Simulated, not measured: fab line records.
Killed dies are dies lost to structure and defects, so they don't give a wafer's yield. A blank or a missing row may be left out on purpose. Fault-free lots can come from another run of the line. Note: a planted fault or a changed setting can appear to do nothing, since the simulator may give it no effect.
Matching of chambers :: flow gf180mcu :: cmp-01 running GF_V1_CMP_26: 4 sister chambers
The step polishes, stops on SiO2, t overpolish 15 s, target thk 0 nm. 16 wafers are shown with their chamber, then 8 later ones without.

WAFERS, EACH WITH ITS CHAMBER
wafer: L331.2
chamber: 3
motor_current_A (A): 10.3
time_to_endpoint_s (s): 89
overpolish_run_s (s): 15.002

wafer: L331.4
chamber: 2
motor_current_A (A): 9.4
time_to_endpoint_s (s): 82
overpolish_run_s (s): 14.999

wafer: L331.6
chamber: 0
motor_current_A (A): 11.1
time_to_endpoint_s (s): 82
overpolish_run_s (s): 14.991

wafer: L332.2
chamber: 3
motor_current_A (A): 9.9
time_to_endpoint_s (s): 83
overpolish_run_s (s): 14.998

wafer: L332.5
chamber: 1
motor_current_A (A): 12.2
time_to_endpoint_s (s): 90
overpolish_run_s (s): 14.996

wafer: L332.6
chamber: 2
motor_current_A (A): 9.4
time_to_endpoint_s (s): 80
overpolish_run_s (s): 14.987

wafer: L333.2
chamber: 3
motor_current_A (A): 10.3
time_to_endpoint_s (s): 79
overpolish_run_s (s): 15.007

wafer: L333.3
chamber: 1
motor_current_A (A): 12.2
time_to_endpoint_s (s): 86
overpolish_run_s (s): 15.001

wafer: L333.5
chamber: 2
motor_current_A (A): 9.5
time_to_endpoint_s (s): 79
overpolish_run_s (s): 15.004

wafer: L337.2
chamber: 0
motor_current_A (A): 11.2
time_to_endpoint_s (s): 79
overpolish_run_s (s): 15.019

wafer: L337.3
chamber: 2
motor_current_A (A): 9.0
time_to_endpoint_s (s): 79
overpolish_run_s (s): 14.991

wafer: L337.6
chamber: 1
motor_current_A (A): 12.4
time_to_endpoint_s (s): 87
overpolish_run_s (s): 14.989

wafer: L347.2
chamber: 0
motor_current_A (A): 11.4
time_to_endpoint_s (s): 86
overpolish_run_s (s): 15.008

wafer: L347.3
chamber: 3
motor_current_A (A): 10.5
time_to_endpoint_s (s): 86
overpolish_run_s (s): 15.010

wafer: L347.6
chamber: 3
motor_current_A (A): 10.3
time_to_endpoint_s (s): 86
overpolish_run_s (s): 14.992

wafer: L348.1
chamber: 3
motor_current_A (A): 10.0
time_to_endpoint_s (s): 88
overpolish_run_s (s): 15.005

SIGNATURES (averages over the wafers above)
reading: motor_current_A
chamber 0: 11.233
chamber 1: 12.267
chamber 2: 9.325
chamber 3: 10.217
scatter within a chamber: 0.198

reading: time_to_endpoint_s
chamber 0: 82.33
chamber 1: 87.67
chamber 2: 80.00
chamber 3: 85.17
scatter within a chamber: 2.97

reading: overpolish_run_s
chamber 0: 15.00600
chamber 1: 14.99533
chamber 2: 14.99525
chamber 3: 15.00233
scatter within a chamber: 0.00847
Rule: for a wafer and a chamber, the distance is found by dividing, reading by reading, the gap between the wafer's reading and the chamber's mean by the reading's scatter, squaring, summing and taking the root. The wafer belongs to the nearest chamber; if the next one is less than 2 further off, it can't be placed. The scatter: take each reading less its chamber's mean, square it, sum over the shown wafers, divide by the number of wafers less the number of chambers, and take the root.

WAFERS MISSING THEIR CHAMBER
wafer: L348.2
motor_current_A (A): 11.3
time_to_endpoint_s (s): 82
overpolish_run_s (s): 15.008

wafer: L348.4
motor_current_A (A): 9.6
time_to_endpoint_s (s): 82
overpolish_run_s (s): 15.007

wafer: L350.1
motor_current_A (A): 11.3
time_to_endpoint_s (s): 85
overpolish_run_s (s): 14.995

wafer: L350.3
motor_current_A (A): 12.4
time_to_endpoint_s (s): 96
overpolish_run_s (s): 15.008

wafer: L350.6
motor_current_A (A): 9.4
time_to_endpoint_s (s): 87
overpolish_run_s (s): 14.988

wafer: L353.1
motor_current_A (A): 9.1
time_to_endpoint_s (s): 82
overpolish_run_s (s): 15.010

wafer: L353.3
motor_current_A (A): 12.9
time_to_endpoint_s (s): 92
overpolish_run_s (s): 15.005

wafer: L353.6
motor_current_A (A): 9.5
time_to_endpoint_s (s): 81
overpolish_run_s (s): 14.999

EACH ONE'S CHAMBER
wafer: L348.2
from the rows above: 0
in truth: 0

wafer: L348.4
from the rows above: can't be placed: 2 or 3
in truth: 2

wafer: L350.1
from the rows above: 0
in truth: 0

wafer: L350.3
from the rows above: 1
in truth: 1

wafer: L350.6
from the rows above: can't be placed: 2 or 3
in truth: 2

wafer: L353.1
from the rows above: 2
in truth: 2

wafer: L353.3
from the rows above: 1
in truth: 1

wafer: L353.6
from the rows above: 2
in truth: 2
Correct placement for 6 of the 8. Can't be placed from these rows: 2 (the true chamber is among the candidates in 2). Wrongly placed: 0.
